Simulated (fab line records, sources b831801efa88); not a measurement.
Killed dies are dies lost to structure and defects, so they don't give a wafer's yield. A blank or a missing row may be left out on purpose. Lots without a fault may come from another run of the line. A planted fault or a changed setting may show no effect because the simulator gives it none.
A struck lot beside a sound one | flow sky130 | 44 steps out of a route of 708
Sound: wafers L760.3, L760.5, L760.6. Struck: wafer L771.4. (L771.2 of the same lot was not struck and is left out.) The cause comes at the end.
At each step with rows: each side's tool, then ch and its chambers, then its first start. Under that, the readings that differ: sound wafers | struck wafers | difference of the means | sigmas: that difference in standard deviations of wafers without a fault.
alike: readings whose means differ by less than 2 such deviations, and words and numbers that are the same on both sides. not compared: withheld readings, readings that some wafer has no value for, bounds like >300 that may hide the same value, and numbers for which the record gives no deviation and whose values overlap.
The two part at a step that has a row with sigmas, a row that says differs or no value, or rows on one side only. Numbers that don't overlap but have no deviation are shown without sigmas and don't part them. A reading that every wafer of one side lacks parts them only if that side has two wafers or more.

first, 4 steps without rows for these wafers: SKY_VIA2_CLEAN_18 (cleans in IPA, time 180 s); SKY_VIA2_CLEAN_19 (cleans in O3/DIW); SKY_VIA2_SPUTTER_20 (material TiN, target thk 20 nm, time 80 s); SKY_VIA2_CVD_21 (deposits W, target thk 420 nm, time 126.4 s).
SKY_VIA2_RS_MEAS_22: measures by four-point-probe.
  sound on film_metro-04, day 38 08:08; struck on film_metro-03, day 41 07:20
  alike: VIA2_W_RS
SKY_VIA2_THK_MEAS_23: measures by xrf.
  sound on film_metro-04, day 38 08:14; struck on film_metro-03, day 41 07:27
  alike: VIA2_W_THK
SKY_VIA2_CMP_24: polishes, stops on SiO2, t overpolish 20 s, target thk 0 nm.
  sound on cmp-02 ch 2,3, day 38 08:16; struck on cmp-01 ch 2, day 41 07:43
  alike: motor_current_A, overpolish_run_s, time_to_endpoint_s
then, 1 step without rows for these wafers: SKY_METAL3_SPUTTER_00 (material Ti, target thk 15 nm, time 10 s).
SKY_METAL3_SPUTTER_01: material TiN, target thk 20 nm, time 16.7 s.
  sound on pvd_sputter-02, day 38 08:35; struck on pvd_sputter-01, day 41 07:59
  alike: throttle_valve_pct
then, 2 steps without rows for these wafers: SKY_METAL3_SPUTTER_02 (material AlCu, target thk 735 nm, time 39.1 s); SKY_METAL3_SPUTTER_03 (material Ti, target thk 5 nm, time 3.3 s).
SKY_METAL3_SPUTTER_04: material TiN, target thk 70 nm, time 58.3 s.
  sound on pvd_sputter-02, day 38 08:41; struck on pvd_sputter-01, day 41 08:05
  alike: throttle_valve_pct
SKY_CAPM_CVD_00: deposits SiO2, target thk 15.5 nm.
  sound on pecvd-02 ch 1,2, day 38 08:44; struck on pecvd-02 ch 1, day 41 08:08
  reading                               | sound             | struck | difference | sigmas
  model.SiO2_of_CAPM_CVD_00.thk_nm (nm) | 15.79 15.67 15.46 | 25.01  | +9.37      |
  alike: heater_power_w
SKY_CAPM_THK_MEAS_01:
  sound on film_metro-02, day 38 08:47; struck on film_metro-02, day 41 08:10
  reading              | sound             | struck | difference | sigmas
  CAPM_CVD_00_THK (nm) | 15.76 15.66 15.53 | 25.01  | +9.36      | +45
SKY_CAPM_SPUTTER_02: material TiN, target thk 200 nm, time 166.7 s.
  sound on pvd_sputter-03, day 38 08:49; struck on pvd_sputter-03, day 41 08:13
  alike: substrate_temp_c, throttle_valve_pct
SKY_CAPM_RS_MEAS_03: measures by four-point-probe.
  sound on film_metro-01, day 38 08:58; struck on film_metro-01, day 41 08:20
  reading              | sound          | struck | difference | sigmas
  CAPM_TIN_RS (ohm/sq) | 6.82 6.73 6.79 | 6.93   | +0.15      | +2
SKY_CAPM_THK_MEAS_04: measures by xrf.
  sound on film_metro-01, day 38 09:04; struck on film_metro-01, day 41 08:27
  reading           | sound             | struck | difference | sigmas
  CAPM_TIN_THK (nm) | 204.7 208.1 206.3 | 201.5  | -4.9       | -2
then, 7 steps without rows for these wafers: SKY_CAPM_DEHYDRATE_05 (time 60 s); SKY_CAPM_HMDS_06 (prime time 60 s); SKY_CAPM_COAT_07 (resist thk 1140 nm); SKY_CAPM_SOFTBAKE_08 (time 60 s); SKY_CAPM_EXPOSE_09 (exposes mask CAPM, target cd 1000 nm); SKY_CAPM_PEB_10; SKY_CAPM_DEVELOP_11 (develop time 60 s).
SKY_CAPM_OVL_MEAS_12:
  sound on overlay-01, day 39 09:13; struck on overlay-02, day 42 08:14
  alike: CAPM_OVL
then, 13 steps without rows for these wafers: SKY_CAPM_METAL_ETCH_13 (etches TiN in Cl2/BCl3, stops on SiO2, target depth 220 nm, time 62.9 s); SKY_CAPM_STRIP_14 (strips in O2/N2); SKY_CAPM_STRIP_15 (strips in post etch residue remover, time 1200 s); SKY_CAPM_CLEAN_16 (cleans in IPA, time 180 s); SKY_CAPM_CLEAN_17 (cleans in O3/DIW); SKY_METAL3_DEHYDRATE_05 (time 60 s); SKY_METAL3_HMDS_06 (prime time 60 s); SKY_METAL3_COAT_07 (resist thk 60 nm); SKY_METAL3_COAT_08 (resist thk 1140 nm); SKY_METAL3_SOFTBAKE_09 (time 90 s); SKY_METAL3_EXPOSE_10 (exposes mask MM3, target cd 300 nm); SKY_METAL3_PEB_11; SKY_METAL3_DEVELOP_12 (develop time 60 s).
SKY_METAL3_CD_MEAS_13: target cd 300 nm.
  sound on cd_sem-02, day 40 10:07; struck on cd_sem-02, day 43 07:32
  alike: cd_nm
SKY_METAL3_OVL_MEAS_14:
  sound on overlay-01, day 40 10:13; struck on overlay-02, day 43 07:38
  alike: METAL3_OVL
then, 1 step without rows for these wafers: SKY_METAL3_DESCUM_15 (chemistry O2, time 8 s).
SKY_METAL3_ETCH_16: etches BARC in N2/H2, stops on SiO2, time 88.2 s, target depth 60 nm.
  sound on rie_metal-01 ch 0,1, day 40 10:18; struck on rie_metal-01 ch 1, day 43 07:42
  alike: drypump_motor_current_A, oes_product_au, throttle_valve_pct
  not compared: rf_hours_counter_h
SKY_METAL3_ETCH_17: etches SiO2 in C4F8/O2/Ar, stops on TiN, time 3.9 s, target depth 15 nm.
  sound on rie_diel-02 ch 1,3, day 40 10:22; struck on rie_diel-04 ch 0, day 43 07:48
  reading                  | sound             | struck | difference | sigmas
  oes_product_au (a.u.)    | 0.758 0.754 0.758 | 0.978  | +0.221     | +32
  model.etch.depth_nm (nm) | 15.79 15.67 15.46 | 24.94  | +9.30      |
  not compared: rf_hours_counter_h
-- the record jumps here: 6 days lie between the struck wafers' starts before and after (it left off in module METAL3 and takes up again in module PAD_OPEN, whose first step shown is number 708 of the route) --
SKY_PAD_OPEN_PROBE_99:
  sound on prober-01, day 47 07:40; struck on prober-02, day 49 14:33
  reading                               | sound              | struck | difference | sigmas
  model.etest.tester.sort_n_pass        | 407 406 424        | 0      | -412       |
  model.etest.tester.sort_yield_pct (%) | 82.72 82.52 86.18  | 0      | -84        |
  model.etest.tester.sort_bin_5_pct (%) | 10.37 10.57 9.146  | 47.98  | +37.95     |
  model.etest.tester.sort_bin_3_pct (%) | 1.829 0.4065 1.016 | 47.55  | +46.47     |
  alike: defect_limited_yield, killed_at_M0_to_M3, killed_at_M4_up, killed_at_contacts, killed_at_front_end, killed_at_other, killed_dies, killed_open, killed_short
  not compared: model.etest.cap_mim.bv_v, model.etest.met3_comb.leak_log10_a_um, model.etest.cap_mim.leak_log10_a_cm2, model.etest.cap_mim.c_ff_um2

WHERE THEY PART
First at SKY_CAPM_THK_MEAS_01; last, within this record, at SKY_METAL3_ETCH_17. Later steps at which nothing parts them and some readings are alike: SKY_PAD_OPEN_PROBE_99.

WHY: what the simulator had put in
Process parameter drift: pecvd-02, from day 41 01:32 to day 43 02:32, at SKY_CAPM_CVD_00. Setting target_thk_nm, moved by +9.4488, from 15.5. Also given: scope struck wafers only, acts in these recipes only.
